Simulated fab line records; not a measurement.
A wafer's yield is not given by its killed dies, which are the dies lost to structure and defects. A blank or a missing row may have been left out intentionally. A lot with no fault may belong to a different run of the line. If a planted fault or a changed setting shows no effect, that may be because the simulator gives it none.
fab line records | flow sky130
record: lots: 6 | wafers: 18 | last-day: 50
route steps=708 shown LDD_HVP@288 LDD_LDN@289 PAD_OPEN@708
lots that met no fault: from a run of the same line without faults
start-h: hours from the record's first day to the start of the lot's first wafer shown | wait-h: how many hours have passed since the lot's step before this one | " repeats the value in the row above | L1.1+2: a single row standing in for several wafers | - value missing, or start not given | * or withheld: withheld | < > ~ a bound
route shown NAME@n: NAME is a module with steps in the file, n the number in the route of the first one | usual: mean/standard deviation taken from wafers without a fault | same: alike in all rows | chamber/n: place in a boat | sites: each site's reading | _std_site: standard deviation across them | _edge_site: mean of outer sites minus mean of inner sites | radius-mm: for every site, how far away it sits from the centre of the wafer | mask NAME#n: copy n | behind: the last tool/chamber to shape the wafer | hold: why the lot was held/for how many hours/how that ended | device: the transistor (n, p or np) that didn't switch | end of line: the route-end tests of the same wafers | for a step that has no rows: nothing shown but its recipe | killed: count of dies lost to structure and defects at first sort (not the wafer's yield) | map: a wafer's dies, x killed, . not, _ none there
set.NAME: the setting that was run; set.NAME@STEP: the one run at that earlier step | model.NAME: the simulator's own value behind a step, which no gauge read
lots seen at some steps along the route; tables by step, rows by wafer
services: a tool's chamber out of use, with start hour (start-h, from the record's first day; less than 0 if before it), hours out, and reason
== steps ==
step: SKY_LDD_HVP_TW_MEAS_10
usual: LDD_HVP_TW: 452/3.1
lot.wafer | tool          | chamber | start-h | wait-h | LDD_HVP_TW
L328.2    | film-metro-04 | -       | 519.35  | 0.1    | 449
L328.3    | "             | -       | "       | "      | 451
L328.6    | "             | -       | "       | "      | 449
L335.1    | film-metro-02 | -       | 596.19  | 0.1    | 451
L335.3    | "             | -       | "       | "      | 451
L335.5    | "             | -       | "       | "      | 450
L336.4    | film-metro-04 | -       | 615.91  | 0.1    | 455
L336.5    | "             | -       | "       | "      | 452
L336.6    | "             | -       | "       | "      | 454
L337.1    | film-metro-04 | -       | 617.81  | 0.1    | 451
L337.2    | "             | -       | "       | "      | 452
L337.5    | "             | -       | "       | "      | 453
L339.3    | film-metro-01 | -       | 623.45  | 0.1    | 459
L339.4    | "             | -       | "       | "      | 459
L339.6    | "             | -       | "       | "      | 459
L348.1    | film-metro-04 | -       | 694.65  | 0.1    | 450
L348.5    | "             | -       | "       | "      | 451
L348.6    | "             | -       | "       | "      | 449
step: SKY_LDD_LDN_DEHYDRATE_00
recipe: temp-c: 200 | time-s: 60
step: SKY_LDD_LDN_HMDS_01
recipe: prime-time-s: 60 | prime-temp-c: 120
step: SKY_LDD_LDN_COAT_02
recipe: resist: NOVOLAK | spin-rpm: 3000 | resist-thk-nm: 1140
step: SKY_LDD_LDN_SOFTBAKE_03
recipe: temp-c: 90 | time-s: 60 | resist: NOVOLAK
step: SKY_LDD_LDN_EXPOSE_04
recipe: mask-id: LDNTM | na: 0.6 | source-shape: conventional | sigma-outer: 0.6 | polarization: unpolarized | target-cd-nm: 700 | dose-mj: 140
step: SKY_LDD_LDN_PEB_05
recipe: temp-c: withheld | time-s: * | resist: NOVOLAK
step: SKY_LDD_LDN_DEVELOP_06
recipe: resist: NOVOLAK | developer: TMAH | develop-time-s: 60 | dev-temp-c: 23
step: SKY_LDD_LDN_OVL_MEAS_07
usual: LDD_LDN_OVL: -0.2/1.4
lot.wafer | tool       | chamber | start-h | wait-h | LDD_LDN_OVL[nm]
L328.2    | overlay-02 | -       | 549.54  | 0.1    | -2.3
L328.3    | "          | -       | "       | "      | 0.6
L328.6    | "          | -       | "       | "      | -1.6
L335.1    | overlay-01 | -       | 625.47  | 0.1    | 1.3
L335.3    | "          | -       | "       | "      | 1.5
L335.5    | "          | -       | "       | "      | -0.9
L336.4    | overlay-01 | -       | 644.93  | 0.1    | 2.1
L336.5    | "          | -       | "       | "      | 2.0
L336.6    | "          | -       | "       | "      | 0.5
L337.1    | overlay-01 | -       | 646.81  | 0.1    | -2.8
L337.2    | "          | -       | "       | "      | -1.6
L337.5    | "          | -       | "       | "      | -1.4
L339.3    | overlay-02 | -       | 651.62  | 0.1    | 2.3
L339.4    | "          | -       | "       | "      | 2.1
L339.6    | "          | -       | "       | "      | 0.6
L348.1    | overlay-01 | -       | 722.42  | 0.1    | -2.0
L348.5    | "          | -       | "       | "      | -1.1
L348.6    | "          | -       | "       | "      | -1.2
step: SKY_LDD_LDN_IMPLANT_08
recipe: species: As | energy-kev: 15 | dose-cm2: 1.25e+13 | tilt-deg: withheld | rotation-deg: 23
step: SKY_LDD_LDN_IMPLANT_09
recipe: species: As | energy-kev: 15 | dose-cm2: 1.25e+13 | tilt-deg: withheld | rotation-deg: 113
step: SKY_LDD_LDN_IMPLANT_10
recipe: species: As | energy-kev: 15 | dose-cm2: 1.25e+13 | tilt-deg: withheld | rotation-deg: 203
step: SKY_LDD_LDN_IMPLANT_11
recipe: species: As | energy-kev: 15 | dose-cm2: 1.25e+13 | tilt-deg: withheld | rotation-deg: 293
usual: beam-on-s: 10.00/0.18 | dose-ions-cm2: 1.2499e+13/1.3e+10 | faraday-current-uA: 70.5/1.2
lot.wafer | tool         | chamber | start-h | wait-h | beam-on-s | dose-ions-cm2 | faraday-current-uA
L328.2    | implanter-02 | 0       | 550.04  | 0.1    | 10.25     | 1.2504e+13    | 68.8
L328.3    | "            | 0       | "       | "      | 9.79      | 1.2495e+13    | 72.0
L328.6    | "            | 0       | "       | "      | 10.26     | 1.2515e+13    | 68.8
L335.1    | implanter-01 | 0       | 625.96  | 0.1    | 10.01     | 1.8831e+13    | 105.7
L335.3    | "            | 0       | "       | "      | 9.88      | 1.8848e+13    | 107.8
L335.5    | "            | 0       | "       | "      | 10.15     | 1.8838e+13    | 104.9
L336.4    | implanter-02 | 0       | 645.47  | 0.1    | 9.72      | 1.2501e+13    | 72.5
L336.5    | "            | 0       | "       | "      | 10.07     | 1.2509e+13    | 70.3
L336.6    | "            | 0       | "       | "      | 10.07     | 1.2516e+13    | 69.9
L337.1    | implanter-01 | 0       | 647.30  | 0.1    | 10.13     | 1.8842e+13    | 104.9
L337.2    | "            | 0       | "       | "      | 10.03     | 1.8817e+13    | 106.2
L337.5    | "            | 0       | "       | "      | 10.20     | 1.8851e+13    | 103.7
L339.3    | implanter-02 | 0       | 652.45  | 0.1    | 10.01     | 1.2463e+13    | 70.6
L339.4    | "            | 0       | "       | "      | 9.97      | 1.2489e+13    | 71.0
L339.6    | "            | 0       | "       | "      | 10.25     | 1.2478e+13    | 68.7
L348.1    | implanter-01 | 0       | 722.91  | 0.1    | 9.76      | 1.2482e+13    | 72.2
L348.5    | "            | 0       | "       | "      | 10.02     | 1.2489e+13    | 70.6
L348.6    | "            | 0       | "       | "      | 10.15     | 1.2496e+13    | 69.5
step: SKY_LDD_LDN_STRIP_12
recipe: chemistry: O2/N2 | power-w: 1400 | pressure-mtorr: 1500 | platen-temp-c: withheld | o2-flow-sccm: 3000 | n2-flow-sccm: 300 | overash-fraction: 0.5
usual: drypump-motor-current-A: 5.54/0.25 | n2-flow-sccm: 300.2/0.81 | oes-product-au: 0.715/0.0048 | strip-time-to-endpoint-s: 14.17/0.032
lot.wafer | tool            | chamber | start-h | wait-h | drypump-motor-current-A | n2-flow-sccm | oes-product-au | rf-hours-counter-h | strip-time-to-endpoint-s
L328.2    | plasma-asher-03 | 0       | 550.17  | 0.1    | 5.14                    | 299.1        | 0.712          | 83                 | 14.20
L328.3    | "               | 0       | "       | "      | 5.13                    | 300.6        | 0.712          | -                  | 14.19
L328.6    | "               | 1       | "       | "      | 5.69                    | 300.5        | 0.715          | -                  | 14.20
L335.1    | plasma-asher-03 | 1       | 626.11  | 0.1    | 5.70                    | 299.5        | 0.711          | 90                 | 14.16
L335.3    | "               | 0       | "       | "      | 5.16                    | 298.7        | 0.715          | -                  | 14.15
L335.5    | "               | 1       | "       | "      | 5.70                    | 299.9        | 0.718          | -                  | 14.12
L336.4    | plasma-asher-03 | 1       | 645.58  | 0.1    | 5.70                    | 301.3        | 0.716          | -                  | 14.24
L336.5    | "               | 1       | "       | "      | 5.73                    | 301.4        | 0.714          | -                  | 14.17
L336.6    | "               | 0       | "       | "      | 5.12                    | 300.2        | 0.713          | -                  | 14.23
L337.1    | plasma-asher-01 | 1       | 647.45  | 0.1    | 5.84                    | 300.4        | 0.714          | 22                 | 14.18
L337.2    | "               | 0       | "       | "      | 5.60                    | 300.2        | 0.716          | 22                 | 14.15
L337.5    | "               | 1       | "       | "      | 5.83                    | 300.7        | 0.718          | -                  | 14.15
L339.3    | plasma-asher-01 | 0       | 652.58  | 0.1    | 5.59                    | 300.1        | 0.722          | -                  | 14.19
L339.4    | "               | 1       | "       | "      | 5.86                    | 299.6        | 0.715          | -                  | 14.17
L339.6    | "               | 0       | "       | "      | 5.60                    | 299.8        | 0.720          | -                  | 14.13
L348.1    | plasma-asher-02 | 1       | 723.06  | 0.1    | 5.49                    | 299.1        | 0.717          | 51                 | 14.19
L348.5    | "               | 1       | "       | "      | 5.48                    | 299.9        | 0.725          | -                  | 14.14
L348.6    | "               | 0       | "       | "      | 5.63                    | 300.1        | 0.716          | -                  | 14.18
step: SKY_LDD_LDN_TW_MEAS_13
usual: LDD_LDN_TW: 1484/11
lot.wafer | tool          | chamber | start-h | wait-h | LDD_LDN_TW
L328.2    | film-metro-02 | -       | 550.28  | 0.1    | 1476
L328.3    | "             | -       | "       | "      | 1473
L328.6    | "             | -       | "       | "      | 1478
L335.1    | film-metro-02 | -       | 626.21  | 0.1    | 1533
L335.3    | "             | -       | "       | "      | 1542
L335.5    | "             | -       | "       | "      | 1535
L336.4    | film-metro-02 | -       | 645.68  | 0.1    | 1480
L336.5    | "             | -       | "       | "      | 1486
L336.6    | "             | -       | "       | "      | 1486
L337.1    | film-metro-03 | -       | 647.55  | 0.1    | 1541
L337.2    | "             | -       | "       | "      | 1532
L337.5    | "             | -       | "       | "      | 1543
L339.3    | film-metro-03 | -       | 652.67  | 0.1    | 1492
L339.4    | "             | -       | "       | "      | 1496
L339.6    | "             | -       | "       | "      | 1495
L348.1    | film-metro-02 | -       | 723.16  | 0.1    | 1477
L348.5    | "             | -       | "       | "      | 1476
L348.6    | "             | -       | "       | "      | 1479
step: SKY_LDD_LDN_CLEAN_14
recipe: chemistry: SC1/SC2 | mix: 1:4:20 | temp-c: 70 | time-s: 150 | dry: n2-spin
step: SKY_PAD_OPEN_PROBE_99
usual: killed_at_M0_to_M3: 43/7 | killed_at_M4_up: 3.3/1.8 | killed-at-contacts: 24/6.2 | killed-at-front-end: 16/4.7 | killed-at-other: 0.4/0.58 | killed-dies: 87/10 | killed-open: 47/6.4 | killed-short: 39/7
same: gross-dies: 492 | killed-at-back-side: 0
lot.wafer | tool      | chamber | start-h | wait-h | killed_at_M0_to_M3 | killed_at_M4_up | killed-at-contacts | killed-at-front-end | killed-at-other | killed-dies | killed-open | killed-short | model.etest.tip-sonos.rs-ohm-sq
L335.1    | prober-01 | -       | 1147.29 | 0.1    | 45                 | 6               | 36                 | 17                  | 1               | 105         | 59          | 45           | 2596
L335.3    | prober-01 | -       | 1147.39 | 0.2    | 38                 | 3               | 27                 | 11                  | 0               | 79          | 43          | 35           | 2566
L335.5    | prober-01 | -       | 1147.49 | 0.2    | 47                 | 3               | 22                 | 12                  | 0               | 84          | 44          | 40           | 2608
L337.1    | prober-02 | -       | 1154.68 | 0.1    | 46                 | 3               | 14                 | 17                  | 1               | 81          | 41          | 40           | 2689
L337.2    | prober-02 | -       | 1154.73 | 0.1    | 44                 | 5               | 18                 | 14                  | 0               | 81          | 44          | 37           | 2687
L337.5    | prober-02 | -       | 1154.88 | 0.2    | 47                 | 4               | 18                 | 22                  | 0               | 91          | 51          | 40           | 2714
L336.4    | prober-01 | -       | 1159.45 | 0.2    | 40                 | 3               | 21                 | 19                  | 1               | 84          | 51          | 33           | 2757
L336.5    | prober-01 | -       | 1159.50 | 0.2    | 50                 | 0               | 23                 | 11                  | 1               | 85          | 46          | 39           | 2785
L336.6    | prober-01 | -       | 1159.55 | 0.2    | 36                 | 3               | 23                 | 19                  | 1               | 82          | 40          | 42           | 2771
L339.3    | prober-01 | -       | 1165.76 | 0.2    | 35                 | 6               | 26                 | 11                  | 0               | 78          | 46          | 31           | 2634
L339.4    | prober-01 | -       | 1165.81 | 0.2    | 32                 | 3               | 27                 | 29                  | 0               | 91          | 46          | 41           | 2661
L339.6    | prober-01 | -       | 1165.91 | 0.2    | 24                 | 4               | 38                 | 19                  | 1               | 86          | 46          | 39           | 2638
L348.1    | prober-02 | -       | 1203.24 | 0.1    | 43                 | 3               | 21                 | 21                  | 0               | 88          | 36          | 52           | 2718
L348.5    | prober-02 | -       | 1203.44 | 0.2    | 50                 | 5               | 26                 | 19                  | 0               | 100         | 58          | 42           | 2720
L348.6    | prober-02 | -       | 1203.49 | 0.2    | 45                 | 5               | 24                 | 17                  | 0               | 91          | 59          | 32           | 2682
killed by level:class
L335.1 LI_CONTACT:geometric-particle:open=11 CONTACT:geometric-particle:open=10 VIA2:geometric-particle:open=8 VIA3:geometric-particle:open=8 METAL2:geometric-particle:short=7 VIA1:geometric-particle:open=7 VIA3:geometric-particle:short=7 POLY_GATE:geometric-particle:short=5
L335.3 VIA1:geometric-particle:open=11 LI_CONTACT:geometric-particle:open=9 CONTACT:geometric-particle:open=9 LOCAL_INTERCONNECT:geometric-particle:short=5 METAL1:geometric-particle:short=5 VIA1:geometric-particle:short=5 VIA3:geometric-particle:short=5 POLY_GATE:geometric-particle:open=4
L335.5 METAL2:geometric-particle:short=10 VIA1:geometric-particle:open=10 LI_CONTACT:geometric-particle:open=9 VIA2:geometric-particle:open=7 VIA3:geometric-particle:open=6 CONTACT:geometric-particle:open=5 FIELD_ISO:geometric-particle:short=4 CONTACT:geometric-particle:short=4
L337.1 VIA1:geometric-particle:open=10 METAL1:geometric-particle:short=9 POLY_GATE:geometric-particle:open=7 METAL2:geometric-particle:short=7 VIA1:geometric-particle:short=7 LI_CONTACT:geometric-particle:open=5 VIA2:geometric-particle:open=5 FIELD_ISO:geometric-particle:open=4
L337.2 VIA1:geometric-particle:open=10 VIA2:geometric-particle:open=9 LI_CONTACT:geometric-particle:open=8 VIA1:geometric-particle:short=7 POLY_GATE:geometric-particle:short=5 LOCAL_INTERCONNECT:geometric-particle:short=5 VIA3:geometric-particle:open=5 METAL1:geometric-particle:short=4
L337.5 VIA1:geometric-particle:open=11 POLY_GATE:geometric-particle:open=7 POLY_GATE:geometric-particle:short=7 LI_CONTACT:geometric-particle:open=7 METAL2:geometric-particle:short=6 CONTACT:geometric-particle:open=5 VIA1:geometric-particle:short=5 VIA2:geometric-particle:open=5
L336.4 VIA1:geometric-particle:open=10 CONTACT:geometric-particle:open=8 VIA3:geometric-particle:open=8 LI_CONTACT:geometric-particle:open=6 METAL2:geometric-particle:short=6 VIA2:geometric-particle:open=5 FIELD_ISO:geometric-particle:short=4 FIELD_ISO:geometric-particle:open=4
L336.5 CONTACT:geometric-particle:open=11 VIA3:geometric-particle:open=10 VIA1:geometric-particle:open=9 VIA1:geometric-particle:short=6 FIELD_ISO:geometric-particle:short=5 VIA3:geometric-particle:short=5 LI_CONTACT:geometric-particle:open=4 METAL2:geometric-particle:short=4
L336.6 VIA1:geometric-particle:open=12 FIELD_ISO:geometric-particle:short=8 CONTACT:geometric-particle:open=7 LI_CONTACT:geometric-particle:open=6 POLY_GATE:geometric-particle:short=5 METAL1:geometric-particle:short=5 VIA3:geometric-particle:open=5 LI_CONTACT:geometric-particle:short=4
L339.3 CONTACT:geometric-particle:open=10 VIA1:geometric-particle:open=8 LI_CONTACT:geometric-particle:open=6 CONTACT:geometric-particle:short=6 VIA3:geometric-particle:open=6 FIELD_ISO:geometric-particle:open=4 VIA2:geometric-particle:short=4 VIA2:geometric-particle:open=4
L339.4 CONTACT:geometric-particle:open=11 FIELD_ISO:geometric-particle:short=7 FIELD_ISO:geometric-particle:open=7 POLY_GATE:geometric-particle:short=7 VIA1:geometric-particle:open=7 LI_CONTACT:geometric-particle:open=6 VIA1:geometric-particle:short=6 VIA2:geometric-particle:open=6
L339.6 CONTACT:geometric-particle:open=11 LI_CONTACT:geometric-particle:open=10 CONTACT:geometric-particle:short=9 VIA3:geometric-particle:open=7 VIA1:geometric-particle:open=7 FIELD_ISO:geometric-particle:short=5 LOCAL_INTERCONNECT:geometric-particle:short=4 FIELD_ISO:geometric-particle:open=4
L348.1 VIA1:geometric-particle:open=7 VIA2:geometric-particle:short=7 LOCAL_INTERCONNECT:geometric-particle:short=5 CONTACT:geometric-particle:open=5 CONTACT:geometric-particle:short=5 METAL2:geometric-particle:short=5 VIA3:geometric-particle:open=5 FIELD_ISO:geometric-particle:short=4
L348.5 CONTACT:geometric-particle:open=13 VIA1:geometric-particle:open=10 VIA3:geometric-particle:open=10 METAL2:geometric-particle:short=9 FIELD_ISO:geometric-particle:open=5 CONTACT:geometric-particle:short=5 VIA2:geometric-particle:open=5 LOCAL_INTERCONNECT:geometric-particle:short=4
L348.6 VIA1:geometric-particle:open=12 CONTACT:geometric-particle:open=10 LI_CONTACT:geometric-particle:open=8 VIA3:geometric-particle:open=8 METAL2:geometric-particle:short=5 FIELD_ISO:geometric-particle:open=4 POLY_GATE:geometric-particle:open=4 SPACER:geometric-particle:open=4
== services ==
tool            | chamber | start-h | hours | kind
implanter-01    | -       | 539.00  | 2.3   | repair
plasma-asher-01 | -       | 594.49  | 1.9   | repair
implanter-01    | -       | 595.92  | 1.8   | repair
plasma-asher-03 | -       | 605.77  | 6.0   | repair
plasma-asher-02 | -       | 631.54  | 77.4  | repair
implanter-01    | -       | 650.77  | 5.3   | pm
implanter-02    | -       | 676.33  | 1.1   | repair
implanter-01    | -       | 701.02  | 5.7   | repair
== key ==
first-sign: step: SKY_LDD_LDN_IMPLANT_11 | reading: dose-ions-cm2 | direction: up | sigmas: 99+ | usual: * | struck: *
effect: step: SKY_LDD_LDN_IMPLANT_11 | reading: faraday-current-uA | direction: up | sigmas: 29 | usual: 70.5 | struck: 105.5
effect: step: SKY_LDD_LDN_TW_MEAS_13 | reading: LDD_LDN_TW | direction: up | sigmas: 4.9 | usual: 1484 | struck: 1538
model-effect: step: SKY_PAD_OPEN_PROBE_99 | value: etest.tip-sonos.rs-ohm-sq | without: 2822 | struck: 2643
met-at SKY_LDD_LDN_IMPLANT_11
struck-wafers L335.1,L335.3,L335.5,L337.1,L337.2,L337.5
tester-left-out L335,L337
fault: kind: process-parameter-drift | tool: implanter-01 | chamber: - | onset-h: 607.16 | steps: SKY_LDD_LDN_IMPLANT_11 | channel: dose-cm2 | offset: * | shape: step | end-h: 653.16 | acts-in: * | stated: *
tester-left-out: of these lots the tester's yield and bins aren't shown, on N5 and GAA mostly nor the transistor test; their killed dies are dies lost to structure and defects alone, not to doping, threshold or leakage, so they don't give the yield
